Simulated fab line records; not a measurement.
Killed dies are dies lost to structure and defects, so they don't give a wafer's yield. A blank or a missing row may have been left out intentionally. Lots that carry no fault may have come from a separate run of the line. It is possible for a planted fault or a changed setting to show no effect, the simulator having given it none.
2 desks looking at one fault + flow gf180mcu + each desk holds nothing but its own numbers, with what lay behind them at the end

THE METROLOGY DESK
Lot by lot, what the gauges showed, no matter which tool ran the lot: averages of those sampled wafers that carry a number. The brackets show how far a lot's mean lies from the usual mean; more than 4 standard deviations puts the lot out of limits, marked OUT.
Columns: A = V3_W_RS at GF_V3_RS_MEAS_24, usual 0.326 ohm/sq; B = V3_W_THK at GF_V3_THK_MEAS_25, usual 335 nm
| lot  | first seen here | A     | B   |
|------|-----------------|-------|-----|
| L911 | day 23 22:10    | 0.326 | 336 |
| L914 | day 24 20:59    | 0.323 | 338 |
| L926 | day 28 23:02    | 0.326 | 332 |
| L927 | day 29 05:12    | 0.324 | 339 |
| L929 | day 29 19:10    | 0.320 | 343 |
| L930 | day 30 00:43    | 0.329 | 327 |
Result from this desk: across the 6 lots, nothing is out of limits.

THE TOOL OWNER'S DESK: pvd-sputter-01
The tool's own readings at GF_M4_SPUTTER_03 (material Ti, target thk 10 nm, time 6.7 s): means of the sampled wafers that have a number, for each lot that ran on this tool. The brackets show how far a lot's mean lies from the usual mean; more than 4 standard deviations puts the lot out of limits, marked OUT.
Columns: A = cathode-dc-power-W at GF_M4_SPUTTER_03, usual 3000.0 W; B = throttle-valve-pct at GF_M4_SPUTTER_03, usual 30.4 %
| lot  | first seen here | A                        | B    |
|------|-----------------|--------------------------|------|
| L911 | day 23 22:49    | 3000.2                   | 30.5 |
| L926 | day 28 23:49    | 2722.7 (-99 or more) OUT | 30.2 |
| L927 | day 29 05:49    | 2860.8 (-99 or more) OUT | 30.3 |
This desk's verdict: out of limits on L926, L927, starting with L926 at day 28 23:49 (cathode-dc-power-W at GF_M4_SPUTTER_03). L911 stayed within limits.

TAKEN TOGETHER
An alarm could have come from the tool owner's desk at day 28 23:49, on L926, L927.
From the metrology desk's view, nothing was out of limits.
The metrology desk has L926, L927 on record, within its limits.
GF_M4_SPUTTER_03 was run on pvd-sputter-01 by each of the lots named.

WHAT HAD BEEN PUT IN BY THE SIMULATOR
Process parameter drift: pvd-sputter-01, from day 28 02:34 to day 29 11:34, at GF_M4_SPUTTER_03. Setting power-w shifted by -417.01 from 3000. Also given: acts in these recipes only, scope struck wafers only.
Struck lots among those shown: L926, L927.
Each desk's first reading out of limits, in hours after the fault started: the tool owner's desk, 21.
